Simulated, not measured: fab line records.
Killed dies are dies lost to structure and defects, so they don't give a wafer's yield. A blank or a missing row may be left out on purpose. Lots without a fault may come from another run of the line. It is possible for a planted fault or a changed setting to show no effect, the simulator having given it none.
fab line records | flow sky130
record lots=5 wafers=15 last-day=50
route steps=708 shown SD_P@328 RES_XHIGH@332 SD_N@342 PAD_OPEN@708
lots that met no fault: from a run of the same line without faults
start-h: hours from the record's opening day to when the first of the lot's shown wafers began | wait-h: how many hours have passed since the lot's step before this one | " the same as in the row above | L1.1+2: a single row standing in for several wafers | - no value, or no start given | * or withheld: withheld | < > ~ a bound
route shown NAME@n: names a module that has steps shown in the file, with the first one's number in the route | usual: average and standard deviation across the fault-free wafers | same: alike in all rows | chamber/n: place in a boat | sites: each site's reading | _std_site: their standard deviation | _edge_site: mean of outer sites minus mean of inner sites | radius-mm: for every site, how far away it sits from the centre of the wafer | mask NAME#n: copy n | behind: the most recent tool/chamber to have shaped the wafer | hold: why the lot was held/for how many hours/how that ended | device: which transistor (n, p or np) failed to switch | end of line: the route-end tests of the same wafers | step lacking rows: just its recipe | killed: at the first sort, the dies lost to defects and structure; wafer yield is something else | map: a wafer's dies, marking killed ones x, the rest . and places with no die _
set.NAME: setting as actually run; set.NAME@STEP: the setting as run at that earlier step | model.NAME: the simulator's own value behind a step, which no gauge read
lots at some steps of the route; a table a step, a row a wafer
services: a tool's chamber out of use, with start hour (start-h, from the record's first day; less than 0 if before it), hours out, and reason
## steps
# step SKY_SD_P_OVL_MEAS_08
# usual SD_P_OVL=-0.7/1.2
# columns lot.wafer tool chamber start-h wait-h SD_P_OVL[nm]
L967.1 overlay-02 - 592.81 0.1 1.1
L967.4 " - " " 1.5
L967.5 " - " " 2.2
L971.2 overlay-02 - 646.44 0.1 0.8
L971.4 " - " " 1.2
L971.5 " - " " 0.4
L979.1 overlay-01 - 691.53 0.1 0.3
L979.3 " - " " 0.0
L979.4 " - " " -0.3
L985.1 overlay-02 - 743.85 0.1 -3.3
L985.2 " - " " -2.8
L985.5 " - " " -2.5
L986.2 overlay-01 - 763.21 0.1 -1.1
L986.3 " - " " 0.8
L986.4 " - " " -0.4
# step SKY_SD_P_IMPLANT_09
# recipe species=BF2 energy-kev=20 dose-cm2=3e+15 tilt-deg=0
# step SKY_SD_P_STRIP_10
# recipe chemistry=O2/N2 power-w=1400 pressure-mtorr=1500 platen-temp-c=withheld o2-flow-sccm=3000 n2-flow-sccm=300 overash-fraction=0.5
# usual drypump-motor-current-A=5.7/0.34 oes-product-au=0.618/0.0048 strip-time-to-endpoint-s=17.51/0.039
# columns lot.wafer tool chamber start-h wait-h drypump-motor-current-A oes-product-au rf-hours-counter-h strip-time-to-endpoint-s
L967.1 plasma-asher-02 1 592.99 0.1 5.6 0.618 48 17.50
L967.4 " 0 " " 5.0 0.623 - 17.60
L967.5 " 0 " " 5.0 0.614 - 17.50
L971.2 plasma-asher-03 0 646.62 0.1 5.5 0.617 80 17.53
L971.4 " 1 " " 5.8 0.621 - 17.50
L971.5 " 0 " " 5.5 0.619 - 17.51
L979.1 plasma-asher-03 1 691.72 0.1 5.8 0.623 84 17.53
L979.3 " 1 " " 5.7 0.619 - 17.53
L979.4 " 0 " " 5.5 0.620 - 17.47
L985.1 plasma-asher-04 1 744.04 0.1 6.0 0.625 0 17.56
L985.2 " 0 " " 6.1 0.611 0 17.50
L985.5 " 1 " " 6.0 0.617 - 17.53
L986.2 plasma-asher-03 1 763.39 0.1 5.8 0.617 92 17.52
L986.3 " 1 " " 5.8 0.606 - 17.48
L986.4 " 0 " " 5.5 0.622 - 17.52
# step SKY_SD_P_TW_MEAS_11
# usual SD_P_TW=2821/17
# columns lot.wafer tool chamber start-h wait-h SD_P_TW
L967.1 film-metro-02 - 593.09 0.1 2853
L967.4 " - " " 2848
L967.5 " - " " 2847
L971.2 film-metro-04 - 646.73 0.1 2815
L971.4 " - " " 2820
L971.5 " - " " 2815
L979.1 film-metro-02 - 691.82 0.1 2839
L979.3 " - " " 2838
L979.4 " - " " 2827
L985.1 film-metro-04 - 744.14 0.1 2797
L985.2 " - " " 2804
L985.5 " - " " 2800
L986.2 film-metro-03 - 763.50 0.1 2804
L986.3 " - " " 2817
L986.4 " - " " 2812
# step SKY_RES_XHIGH_DEHYDRATE_00
# recipe temp-c=200 time-s=60
# step SKY_RES_XHIGH_HMDS_01
# recipe prime-time-s=60 prime-temp-c=120
# step SKY_RES_XHIGH_COAT_02
# recipe resist=NOVOLAK spin-rpm=3000 resist-thk-nm=1140
# step SKY_RES_XHIGH_SOFTBAKE_03
# recipe temp-c=90 time-s=60 resist=NOVOLAK
# step SKY_RES_XHIGH_EXPOSE_04
# recipe mask-id=URPM na=0.6 source-shape=conventional sigma-outer=0.6 polarization=unpolarized target-cd-nm=1270 dose-mj=140
# step SKY_RES_XHIGH_PEB_05
# recipe temp-c=withheld time-s=* resist=NOVOLAK
# step SKY_RES_XHIGH_DEVELOP_06
# recipe resist=NOVOLAK developer=TMAH develop-time-s=60 dev-temp-c=23
# step SKY_RES_XHIGH_IMPLANT_07
# recipe species=BF2 energy-kev=20 dose-cm2=3.6e+14 tilt-deg=0
# step SKY_RES_XHIGH_STRIP_08
# recipe chemistry=O2/N2 power-w=1400 pressure-mtorr=1500 platen-temp-c=withheld o2-flow-sccm=3000 n2-flow-sccm=300 overash-fraction=0.5
# usual drypump-motor-current-A=5.3/0.34 oes-product-au=0.711/0.004 strip-time-to-endpoint-s=14.29/0.038
# columns lot.wafer tool chamber start-h wait-h drypump-motor-current-A oes-product-au rf-hours-counter-h strip-time-to-endpoint-s model.NOVOLAK_of_RES_XHIGH_COAT_02.thk-nm
L967.1 plasma-asher-01 0 621.84 0.1 4.8 0.713 19 14.27 0
L967.4 " 1 " " 5.3 0.705 - 14.30 0
L967.5 " 0 " " 4.8 0.709 - 14.30 0
L971.2 plasma-asher-02 0 675.36 0.1 4.9 0.942 56 - 243.1
L971.4 " 1 " " 5.6 0.945 - - 243.3
L971.5 " 0 " " 4.9 0.938 - - 243.6
L979.1 plasma-asher-01 1 719.64 0.1 5.3 0.712 29 14.28 0
L979.3 " 0 " " 4.8 0.711 - 14.23 0
L979.4 " 1 " " 5.3 0.716 - 14.27 0
L985.1 plasma-asher-02 1 770.24 0.1 5.6 0.716 65 14.25 0
L985.2 " 0 " " 4.9 0.709 65 14.28 0
L985.5 " 0 " " 4.9 0.709 - 14.27 0
L986.2 plasma-asher-03 0 789.84 0.1 5.5 0.706 94 14.26 0
L986.3 " 1 " " 5.8 0.712 - 14.21 0
L986.4 " 0 " " 5.5 0.710 - 14.24 0
# step SKY_RES_XHIGH_TW_MEAS_09
# usual RES_XHIGH_TW=1639/13
# columns lot.wafer tool chamber start-h wait-h RES_XHIGH_TW
L967.1 film-metro-04 - 621.94 0.1 1642
L967.4 " - " " 1639
L967.5 " - " " 1643
L971.2 film-metro-04 - 675.47 0.1 1624
L971.4 " - " " 1617
L971.5 " - " " 1616
L979.1 film-metro-04 - 719.74 0.1 1638
L979.3 " - " " 1618
L979.4 " - " " 1631
L985.1 film-metro-02 - 770.34 0.1 1639
L985.2 " - " " 1646
L985.5 " - " " 1636
L986.2 film-metro-03 - 789.95 0.1 1627
L986.3 " - " " 1640
L986.4 " - " " 1636
# step SKY_SD_N_DEHYDRATE_00
# recipe temp-c=200 time-s=60
# step SKY_SD_N_HMDS_01
# recipe prime-time-s=60 prime-temp-c=120
# step SKY_SD_N_COAT_02
# recipe resist=NOVOLAK spin-rpm=3000 resist-thk-nm=1140
# step SKY_SD_N_SOFTBAKE_03
# recipe temp-c=90 time-s=60 resist=NOVOLAK
# step SKY_SD_N_EXPOSE_04
# recipe mask-id=NSDM na=0.6 source-shape=conventional sigma-outer=0.6 polarization=unpolarized target-cd-nm=380 dose-mj=141
# step SKY_SD_N_PEB_05
# recipe temp-c=withheld time-s=* resist=NOVOLAK
# step SKY_SD_N_DEVELOP_06
# recipe resist=NOVOLAK developer=TMAH develop-time-s=60 dev-temp-c=23
# step SKY_SD_N_CD_MEAS_07
# recipe target-cd-nm=380
# usual cd-nm=381.0/1.5
# columns lot.wafer tool chamber start-h wait-h cd-nm
L967.1 cd-sem-01 - 650.34 0.1 380.1
L967.4 " - " " 380.2
L967.5 " - " " 379.0
L971.2 cd-sem-02 - 703.46 0.1 382.5
L971.4 " - " " 382.0
L971.5 " - " " 381.1
L979.1 cd-sem-02 - 747.19 0.1 379.2
L979.3 " - " " 379.6
L979.4 " - " " 378.6
L985.1 cd-sem-01 - 796.28 0.1 379.1
L985.2 " - " " 379.6
L985.5 " - " " 378.9
L986.2 cd-sem-01 - 816.65 0.1 379.9
L986.3 " - " " 382.4
L986.4 " - " " 381.0
# step SKY_SD_N_OVL_MEAS_08
# usual SD_N_OVL=0.7/1.1
# columns lot.wafer tool chamber start-h wait-h SD_N_OVL[nm]
L967.1 overlay-02 - 650.46 0.1 1.3
L967.4 " - " " 1.9
L967.5 " - " " 1.8
L971.2 overlay-02 - 703.56 0.1 0.3
L971.4 " - " " 0.8
L971.5 " - " " 0.2
L979.1 overlay-02 - 747.31 0.1 -1.8
L979.3 " - " " -1.1
L979.4 " - " " -1.6
L985.1 overlay-02 - 796.40 0.1 -0.3
L985.2 " - " " 1.4
L985.5 " - " " 0.9
L986.2 overlay-02 - 816.75 0.1 1.7
L986.3 " - " " 1.1
L986.4 " - " " 2.1
# step SKY_SD_N_IMPLANT_09
# recipe species=As energy-kev=50 dose-cm2=4e+15 tilt-deg=0
# step SKY_SD_N_IMPLANT_10
# recipe species=P energy-kev=20 dose-cm2=1e+14 tilt-deg=0
# step SKY_SD_N_STRIP_11
# recipe chemistry=O2/N2 power-w=1400 pressure-mtorr=1500 platen-temp-c=withheld o2-flow-sccm=3000 n2-flow-sccm=300 overash-fraction=0.5
# usual drypump-motor-current-A=5.6/0.38 oes-product-au=0.527/0.0046 strip-time-to-endpoint-s=22.56/0.04
# columns lot.wafer tool chamber start-h wait-h drypump-motor-current-A oes-product-au rf-hours-counter-h strip-time-to-endpoint-s
L967.1 plasma-asher-03 0 650.79 0.1 5.5 0.527 81 22.57
L967.4 " 0 " " 5.5 0.527 - 22.56
L967.5 " 0 " " 5.5 0.525 - 22.55
L971.2 plasma-asher-03 0 703.89 0.1 5.5 0.553 86 26.14
L971.4 " 1 " " 5.7 0.554 - 26.16
L971.5 " 0 " " 5.5 0.556 - 26.16
L979.1 plasma-asher-03 0 747.64 0.1 5.5 0.526 90 22.53
L979.3 " 0 " " 5.5 0.526 - 22.53
L979.4 " 1 " " 5.8 0.529 - 22.58
L985.1 plasma-asher-03 1 796.74 0.1 5.7 0.530 95 22.54
L985.2 " 0 " " 5.5 0.520 95 22.64
L985.5 " 1 " " 5.8 0.528 - 22.56
L986.2 plasma-asher-04 1 817.08 0.1 6.0 0.527 7 22.57
L986.3 " 0 " " 6.1 0.528 - 22.55
L986.4 " 1 " " 6.0 0.530 - 22.56
# step SKY_SD_N_TW_MEAS_12
# usual SD_N_TW=3985/32
# columns lot.wafer tool chamber start-h wait-h hold SD_N_TW
L967.1 film-metro-03 - 650.89 0.1 - 3950
L967.4 " - " " - 3971
L967.5 " - " " - 3946
L971.2 film-metro-04 - 704.00 0.1 await-dispo/0.2h/release 30
L971.4 " - " " await-dispo/0.2h/release 30
L971.5 " - " " await-dispo/0.2h/release 30
L971.2 film-metro-04 - 704.28 0.3 - 30
L971.4 " - " " - 30
L971.5 " - " " - 30
L979.1 film-metro-02 - 747.74 0.1 - 4033
L979.3 " - " " - 4032
L979.4 " - " " - 4001
L985.1 film-metro-04 - 796.84 0.1 - 3959
L985.2 " - " " - 3937
L985.5 " - " " - 3972
L986.2 film-metro-02 - 817.19 0.1 - 4062
L986.3 " - " " - 4022
L986.4 " - " " - 4040
# step SKY_PAD_OPEN_PROBE_99
# usual defect-limited-yield=82.4/2.1 killed_at_M0_to_M3=44/7 killed_at_M4_up=3.0/1.9 killed-at-contacts=24/5.4 killed-at-front-end=15/4.6 killed-at-other=0.3/0.5 killed-dies=87/10 killed-open=47/7 killed-short=40/6.2 sort_bin_3_pad_short=0.9/0.5 sort_bin_5_function=10.4/1.4 sort_bin_6_memory=6.3/1.2 sort-n-pass=405/10 sort-yield-pct=82.4/2.1
# same gross-dies=492 killed-at-back-side=0 sort_bin_4_leakage[%]=0 sort_bin_8_speed[%]=0
# columns lot.wafer tool chamber start-h wait-h defect-limited-yield[%] killed_at_M0_to_M3 killed_at_M4_up killed-at-contacts killed-at-front-end killed-at-other killed-dies killed-open killed-short sort_bin_3_pad_short[%] sort_bin_5_function[%] sort_bin_6_memory[%] sort-n-pass sort-yield-pct[%]
L967.1 prober-01 - 1076.70 0.1 81.5 47 2 30 11 1 91 52 39 1.6 9.1 7.7 401 81.5
L967.4 prober-01 - 1076.85 0.2 82.1 41 2 22 23 0 88 46 42 0.6 9.8 7.5 404 82.1
L967.5 prober-01 - 1076.90 0.2 83.5 37 6 22 16 0 81 33 48 1.2 12.0 3.3 411 83.5
L979.1 prober-01 - 1145.10 0.1 83.9 42 3 24 9 1 79 45 34 1.2 10.2 4.7 413 83.9
L979.3 prober-01 - 1145.20 0.2 79.7 45 8 37 10 0 100 57 43 1.4 12.0 6.9 392 79.7
L979.4 prober-01 - 1145.25 0.2 76.0 56 2 44 16 0 118 75 43 1.0 14.0 8.9 374 76.0
L985.1 prober-02 - 1180.30 0.1 81.9 52 2 24 11 0 89 49 40 1.4 11.0 5.7 403 81.9
L985.2 prober-02 - 1180.35 0.1 83.1 40 2 29 11 1 83 51 32 0.2 9.6 7.1 409 83.1
L985.5 prober-02 - 1180.50 0.2 80.9 53 4 24 11 2 94 52 42 0.6 11.6 6.9 398 80.9
L986.2 prober-01 - 1193.15 0.1 80.1 51 0 27 20 0 98 56 42 0.8 11.4 7.7 394 80.1
L986.3 prober-01 - 1193.20 0.2 81.5 37 4 27 23 0 91 52 39 0.8 10.0 7.7 401 81.5
L986.4 prober-01 - 1193.25 0.2 79.5 54 2 22 23 0 101 46 55 1.2 11.6 7.7 391 79.5
# killed by level:class
L967.1 CONTACT:geometric-particle:open=13 VIA2:geometric-particle:open=7 METAL2:geometric-particle:short=7 VIA3:geometric-particle:open=7 VIA1:geometric-particle:open=6 LI_CONTACT:geometric-particle:open=5 LOCAL_INTERCONNECT:geometric-particle:short=5 VIA1:geometric-particle:short=5
L967.4 VIA3:geometric-particle:short=8 FIELD_ISO:geometric-particle:open=7 VIA1:geometric-particle:open=6 VIA2:geometric-particle:open=6 VIA3:geometric-particle:open=6 FIELD_ISO:geometric-particle:short=5 LI_CONTACT:geometric-particle:open=5 LOCAL_INTERCONNECT:geometric-particle:short=5
L967.5 LOCAL_INTERCONNECT:geometric-particle:short=7 METAL2:geometric-particle:short=7 METAL4:geometric-particle:short=6 FIELD_ISO:geometric-particle:short=5 LI_CONTACT:geometric-particle:open=5 CONTACT:geometric-particle:open=5 VIA1:geometric-particle:open=5 VIA2:geometric-particle:short=5
L979.1 CONTACT:geometric-particle:open=12 VIA3:geometric-particle:open=8 VIA1:geometric-particle:open=7 VIA2:geometric-particle:open=6 LOCAL_INTERCONNECT:geometric-particle:short=5 METAL1:geometric-particle:short=5 METAL1:geometric-particle:open=4 METAL2:geometric-particle:short=4
L979.3 CONTACT:geometric-particle:open=16 CONTACT:geometric-particle:short=9 VIA1:geometric-particle:open=8 LI_CONTACT:geometric-particle:open=8 METAL1:geometric-particle:short=8 METAL4:geometric-particle:short=6 VIA3:geometric-particle:open=6 VIA3:geometric-particle:short=5
L979.4 VIA1:geometric-particle:open=20 CONTACT:geometric-particle:open=15 CONTACT:geometric-particle:short=12 LI_CONTACT:geometric-particle:open=11 FIELD_ISO:geometric-particle:open=7 VIA2:geometric-particle:open=7 VIA3:geometric-particle:open=7 METAL1:geometric-particle:short=6
L985.1 VIA1:geometric-particle:open=11 METAL2:geometric-particle:short=11 LI_CONTACT:geometric-particle:open=8 METAL1:geometric-particle:short=7 VIA2:geometric-particle:open=7 CONTACT:geometric-particle:short=6 CONTACT:geometric-particle:open=6 FIELD_ISO:geometric-particle:short=4
L985.2 LI_CONTACT:geometric-particle:open=11 VIA3:geometric-particle:open=10 CONTACT:geometric-particle:open=7 METAL1:geometric-particle:short=6 VIA1:geometric-particle:open=6 METAL2:geometric-particle:open=5 VIA2:geometric-particle:open=5 LOCAL_INTERCONNECT:geometric-particle:short=4
L985.5 VIA1:geometric-particle:open=14 CONTACT:geometric-particle:open=11 VIA1:geometric-particle:short=7 VIA3:geometric-particle:open=6 METAL1:geometric-particle:short=6 VIA2:geometric-particle:open=6 LI_CONTACT:geometric-particle:open=5 METAL2:geometric-particle:short=5
L986.2 LI_CONTACT:geometric-particle:open=9 VIA1:geometric-particle:open=9 CONTACT:geometric-particle:open=8 VIA3:geometric-particle:open=8 POLY_GATE:geometric-particle:open=7 VIA3:geometric-particle:short=6 METAL1:geometric-particle:short=6 CONTACT:geometric-particle:short=5
L986.3 CONTACT:geometric-particle:open=11 VIA1:geometric-particle:open=10 POLY_GATE:geometric-particle:open=8 LI_CONTACT:geometric-particle:open=7 METAL2:geometric-particle:short=5 FIELD_ISO:geometric-particle:short=4 VIA2:geometric-particle:short=4 CONTACT:geometric-particle:short=4
L986.4 VIA2:geometric-particle:open=11 VIA1:geometric-particle:open=11 FIELD_ISO:geometric-particle:short=9 METAL1:geometric-particle:short=8 METAL2:geometric-particle:short=7 CONTACT:geometric-particle:open=7 CONTACT:geometric-particle:short=5 POLY_GATE:geometric-particle:short=5
## services
# columns tool chamber start-h hours kind
plasma-asher-02 - 595.70 1.3 repair
plasma-asher-04 - 644.00 2.8 pm
plasma-asher-03 - 681.79 2.5 repair
plasma-asher-04 - 733.75 9.0 pm
plasma-asher-04 0 733.75 9.0 vent-cycle
plasma-asher-04 1 733.75 9.0 vent-cycle
plasma-asher-04 0 742.75 - clean
plasma-asher-04 1 742.75 - clean
plasma-asher-02 - 751.82 0.6 repair
plasma-asher-03 - 768.52 0.8 repair
## key
first-sign step=SKY_RES_XHIGH_STRIP_08 reading=oes-product-au direction=up sigmas=57 usual=0.711 struck=0.942
effect step=SKY_SD_N_STRIP_11 reading=strip-time-to-endpoint-s direction=up sigmas=90 usual=* struck=*
effect step=SKY_SD_N_TW_MEAS_12 reading=visit direction=added
effect step=SKY_SD_N_TW_MEAS_12 reading=SD_N_TW direction=down sigmas=99+ usual=3985 struck=30
model-effect step=SKY_RES_XHIGH_STRIP_08 value=NOVOLAK_of_RES_XHIGH_COAT_02.thk-nm without=0 struck=243.3
met-at SKY_RES_XHIGH_STRIP_08
struck-wafers L971.2,L971.4,L971.5
scrapped-behind SKY_SD_N_TW_MEAS_12 L971.2,L971.4,L971.5
fault kind=strip-aborted tool=plasma-asher-02 chamber=- onset-h=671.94 steps=SKY_RES_XHIGH_STRIP_08 offset=0.50377 end-h=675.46
